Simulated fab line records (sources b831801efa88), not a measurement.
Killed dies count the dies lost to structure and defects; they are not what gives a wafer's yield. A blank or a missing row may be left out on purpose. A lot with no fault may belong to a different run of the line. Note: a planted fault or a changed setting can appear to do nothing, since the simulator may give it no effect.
Which tool was responsible? :: flow gf180mcu :: Sampling: 24 lots, 72 wafers, 3 of 602 route steps

## WHAT THE GAUGES SHOWED, per wafer
GF_V1_RS_MEAS_24: the measuring method here is four-point-probe. Usual: V1_W_RS 0.327 ohm/sq, standard deviation 0.004.
lot: L074
measured: day 18 11:01
on: film metro-01
V1_W_RS (ohm/sq): 0.326 0.328 0.327
flag: 

lot: L075
measured: day 18 14:59
on: film metro-02
V1_W_RS (ohm/sq): 0.328 0.330 0.323
flag: 

lot: L076
measured: day 19 00:47
on: film metro-01
V1_W_RS (ohm/sq): 0.327 0.326 0.325
flag: 

lot: L077
measured: day 19 01:05
on: film metro-03
V1_W_RS (ohm/sq): 0.331 0.324 0.329
flag: 

lot: L078
measured: day 20 02:38
on: film metro-03
V1_W_RS (ohm/sq): 0.329 0.331 0.334
flag: 

lot: L079
measured: day 20 08:41
on: film metro-03
V1_W_RS (ohm/sq): 0.323 0.328 0.328
flag: 

lot: L080
measured: day 20 18:54
on: film metro-03
V1_W_RS (ohm/sq): 0.336 0.330 0.330
flag: 

lot: L081
measured: day 21 11:07
on: film metro-02
V1_W_RS (ohm/sq): 0.324 0.323 0.323
flag: 

lot: L082
measured: day 21 19:38
on: film metro-03
V1_W_RS (ohm/sq): 0.328 0.334 0.331
flag: 

lot: L083
measured: day 21 23:22
on: film metro-03
V1_W_RS (ohm/sq): 0.333 0.332 0.329
flag: 

lot: L084
measured: day 22 09:01
on: film metro-03
V1_W_RS (ohm/sq): 0.320 0.324 0.324
flag: 

lot: L085
measured: day 22 18:14
on: film metro-03
V1_W_RS (ohm/sq): 0.332 0.331 0.328
flag: 

lot: L086
measured: day 22 23:45
on: film metro-01
V1_W_RS (ohm/sq): 0.326 0.328 0.325
flag: 

lot: L087
measured: day 23 04:31
on: film metro-01
V1_W_RS (ohm/sq): 0.320 0.330 0.325
flag: 

lot: L089
measured: day 23 19:10
on: film metro-02
V1_W_RS (ohm/sq): 0.320 0.319 0.320
flag: 

lot: L088
measured: day 23 21:12
on: film metro-01
V1_W_RS (ohm/sq): 0.323 0.321 0.323
flag: 

lot: L090
measured: day 24 03:28
on: film metro-02
V1_W_RS (ohm/sq): 0.321 0.318 0.321
flag: 

lot: L091
measured: day 24 10:22
on: film metro-03
V1_W_RS (ohm/sq): 0.331 0.325 0.326
flag: 

lot: L092
measured: day 24 14:20
on: film metro-02
V1_W_RS (ohm/sq): 0.330 0.329 0.330
flag: 

lot: L093
measured: day 24 16:15
on: film metro-03
V1_W_RS (ohm/sq): 0.327 0.328 0.324
flag: 

lot: L094
measured: day 25 05:04
on: film metro-03
V1_W_RS (ohm/sq): 0.322 0.325 0.319
flag: 

lot: L095
measured: day 25 13:47
on: film metro-01
V1_W_RS (ohm/sq): 0.332 0.332 0.328
flag: 

lot: L096
measured: day 25 18:19
on: film metro-03
V1_W_RS (ohm/sq): 0.336 0.333 0.334
flag: 

lot: L097
measured: day 26 01:11
on: film metro-03
V1_W_RS (ohm/sq): 0.329 0.333 0.325
flag: 

## WHAT TOOL EACH LOT RAN ON (gives the tool, then ch and the chambers of the sampled wafers, and finally the start)
lot: L074
GF_M1_SPUTTER_00: pvd sputter-04, day 16 11:07
GF_M1_SPUTTER_03: pvd sputter-04, day 16 11:16

lot: L075
GF_M1_SPUTTER_00: pvd sputter-04, day 16 14:27
GF_M1_SPUTTER_03: pvd sputter-04, day 16 14:37

lot: L076
GF_M1_SPUTTER_00: pvd sputter-04, day 17 00:02
GF_M1_SPUTTER_03: pvd sputter-04, day 17 00:12

lot: L077
GF_M1_SPUTTER_00: pvd sputter-02, day 17 00:23
GF_M1_SPUTTER_03: pvd sputter-02, day 17 00:33

lot: L078
GF_M1_SPUTTER_00: pvd sputter-04, day 18 00:35
GF_M1_SPUTTER_03: pvd sputter-04, day 18 00:45

lot: L079
GF_M1_SPUTTER_00: pvd sputter-04, day 18 06:51
GF_M1_SPUTTER_03: pvd sputter-04, day 18 07:01

lot: L080
GF_M1_SPUTTER_00: pvd sputter-03, day 18 16:50
GF_M1_SPUTTER_03: pvd sputter-03, day 18 16:59

lot: L081
GF_M1_SPUTTER_00: pvd sputter-03, day 19 08:22
GF_M1_SPUTTER_03: pvd sputter-03, day 19 08:32

lot: L082
GF_M1_SPUTTER_00: pvd sputter-03, day 19 16:28
GF_M1_SPUTTER_03: pvd sputter-03, day 19 16:38

lot: L083
GF_M1_SPUTTER_00: pvd sputter-03, day 19 20:55
GF_M1_SPUTTER_03: pvd sputter-03, day 19 21:04

lot: L084
GF_M1_SPUTTER_00: pvd sputter-03, day 20 06:20
GF_M1_SPUTTER_03: pvd sputter-03, day 20 06:30

lot: L085
GF_M1_SPUTTER_00: pvd sputter-03, day 20 16:04
GF_M1_SPUTTER_03: pvd sputter-03, day 20 16:14

lot: L086
GF_M1_SPUTTER_00: pvd sputter-03, day 20 21:36
GF_M1_SPUTTER_03: pvd sputter-03, day 20 21:46

lot: L087
GF_M1_SPUTTER_00: pvd sputter-02, day 20 23:05
GF_M1_SPUTTER_03: pvd sputter-02, day 21 01:57

lot: L089
GF_M1_SPUTTER_00: pvd sputter-04, day 21 16:39
GF_M1_SPUTTER_03: pvd sputter-04, day 21 16:49

lot: L088
GF_M1_SPUTTER_00: pvd sputter-03, day 21 18:57
GF_M1_SPUTTER_03: pvd sputter-03, day 21 19:07

lot: L090
GF_M1_SPUTTER_00: pvd sputter-03, day 22 01:03
GF_M1_SPUTTER_03: pvd sputter-03, day 22 01:13

lot: L091
GF_M1_SPUTTER_00: pvd sputter-03, day 22 09:03
GF_M1_SPUTTER_03: pvd sputter-03, day 22 09:13

lot: L092
GF_M1_SPUTTER_00: pvd sputter-04, day 22 12:48
GF_M1_SPUTTER_03: pvd sputter-04, day 22 12:58

lot: L093
GF_M1_SPUTTER_00: pvd sputter-02, day 22 16:24
GF_M1_SPUTTER_03: pvd sputter-02, day 22 16:34

lot: L094
GF_M1_SPUTTER_00: pvd sputter-03, day 23 04:42
GF_M1_SPUTTER_03: pvd sputter-03, day 23 04:52

lot: L095
GF_M1_SPUTTER_00: pvd sputter-04, day 23 15:17
GF_M1_SPUTTER_03: pvd sputter-04, day 23 15:26

lot: L096
GF_M1_SPUTTER_00: pvd sputter-04, day 23 20:13
GF_M1_SPUTTER_03: pvd sputter-04, day 23 20:22

lot: L097
GF_M1_SPUTTER_00: pvd sputter-03, day 24 04:08
GF_M1_SPUTTER_03: pvd sputter-03, day 24 04:18
- GF_M1_SPUTTER_00: material Ti, target thk 37.5 nm, time 150 s.
- GF_M1_SPUTTER_03: material Ti, target thk 10 nm, time 6.7 s.

## AS READ BY THE TOOLS THEMSELVES (means over the sampled wafers that have a number; for cases with no such wafer, the mark the record gives instead)
GF_M1_SPUTTER_00. Usual: throttle valve pct reads 29.9 % (standard deviation 1.3).
lot: L074
tool: pvd sputter-04
throttle valve pct (%): 29.9
flag: 

lot: L075
tool: pvd sputter-04
throttle valve pct (%): 29.4
flag: 

lot: L076
tool: pvd sputter-04
throttle valve pct (%): 30.1
flag: 

lot: L077
tool: pvd sputter-02
throttle valve pct (%): 29.0
flag: 

lot: L078
tool: pvd sputter-04
throttle valve pct (%): 29.9
flag: 

lot: L079
tool: pvd sputter-04
throttle valve pct (%): 29.9
flag: 

lot: L080
tool: pvd sputter-03
throttle valve pct (%): 31.2
flag: 

lot: L081
tool: pvd sputter-03
throttle valve pct (%): 29.6
flag: 

lot: L082
tool: pvd sputter-03
throttle valve pct (%): 29.6
flag: 

lot: L083
tool: pvd sputter-03
throttle valve pct (%): 30.2
flag: 

lot: L084
tool: pvd sputter-03
throttle valve pct (%): 30.2
flag: 

lot: L085
tool: pvd sputter-03
throttle valve pct (%): 32.0
flag: 

lot: L086
tool: pvd sputter-03
throttle valve pct (%): 29.7
flag: 

lot: L087
tool: pvd sputter-02
throttle valve pct (%): 29.2
flag: 

lot: L089
tool: pvd sputter-04
throttle valve pct (%): 30.0
flag: 

lot: L088
tool: pvd sputter-03
throttle valve pct (%): 28.9
flag: 

lot: L090
tool: pvd sputter-03
throttle valve pct (%): 29.5
flag: 

lot: L091
tool: pvd sputter-03
throttle valve pct (%): 31.1
flag: 

lot: L092
tool: pvd sputter-04
throttle valve pct (%): 29.4
flag: 

lot: L093
tool: pvd sputter-02
throttle valve pct (%): 29.3
flag: 

lot: L094
tool: pvd sputter-03
throttle valve pct (%): 29.8
flag: 

lot: L095
tool: pvd sputter-04
throttle valve pct (%): 29.3
flag: 

lot: L096
tool: pvd sputter-04
throttle valve pct (%): 28.9
flag: 

lot: L097
tool: pvd sputter-03
throttle valve pct (%): 28.9
flag: 

GF_M1_SPUTTER_03. Usual: throttle valve pct reads 29.9 % (standard deviation 1.3).
lot: L074
tool: pvd sputter-04
throttle valve pct (%): 30.0
flag: 

lot: L075
tool: pvd sputter-04
throttle valve pct (%): 29.4
flag: 

lot: L076
tool: pvd sputter-04
throttle valve pct (%): 30.0
flag: 

lot: L077
tool: pvd sputter-02
throttle valve pct (%): 28.9
flag: 

lot: L078
tool: pvd sputter-04
throttle valve pct (%): 30.0
flag: 

lot: L079
tool: pvd sputter-04
throttle valve pct (%): 30.0
flag: 

lot: L080
tool: pvd sputter-03
throttle valve pct (%): 31.2
flag: 

lot: L081
tool: pvd sputter-03
throttle valve pct (%): 29.7
flag: 

lot: L082
tool: pvd sputter-03
throttle valve pct (%): 29.6
flag: 

lot: L083
tool: pvd sputter-03
throttle valve pct (%): 30.3
flag: 

lot: L084
tool: pvd sputter-03
throttle valve pct (%): 30.2
flag: 

lot: L085
tool: pvd sputter-03
throttle valve pct (%): 31.9
flag: 

lot: L086
tool: pvd sputter-03
throttle valve pct (%): 29.7
flag: 

lot: L087
tool: pvd sputter-02
throttle valve pct (%): 29.0
flag: 

lot: L089
tool: pvd sputter-04
throttle valve pct (%): 30.0
flag: 

lot: L088
tool: pvd sputter-03
throttle valve pct (%): 29.0
flag: 

lot: L090
tool: pvd sputter-03
throttle valve pct (%): 29.6
flag: 

lot: L091
tool: pvd sputter-03
throttle valve pct (%): 31.0
flag: 

lot: L092
tool: pvd sputter-04
throttle valve pct (%): 29.3
flag: 

lot: L093
tool: pvd sputter-02
throttle valve pct (%): 29.2
flag: 

lot: L094
tool: pvd sputter-03
throttle valve pct (%): 29.5
flag: 

lot: L095
tool: pvd sputter-04
throttle valve pct (%): 29.5
flag: 

lot: L096
tool: pvd sputter-04
throttle valve pct (%): 29.0
flag: 

lot: L097
tool: pvd sputter-03
throttle valve pct (%): 28.8
flag: 

## THE ANSWER, worked out from the rows above alone
Rule: lot off if the mean of its wafers having a number is beyond 3 standard deviations from the usual mean. A lot without any number at a reading at which 4 lots or more have one is off too. The other lots that the step has rows for count as sound. After the gauges, taken in route order, come the tools' own readings; for these a lot's mean is taken, as printed above. At the first step where some lot is off, the reading lying furthest off is the one used; lots without a number count as furthest.
Across all readings shown, no lot is off: no conclusion can be drawn from this.

## WHAT HAD BEEN PUT IN BY THE SIMULATOR
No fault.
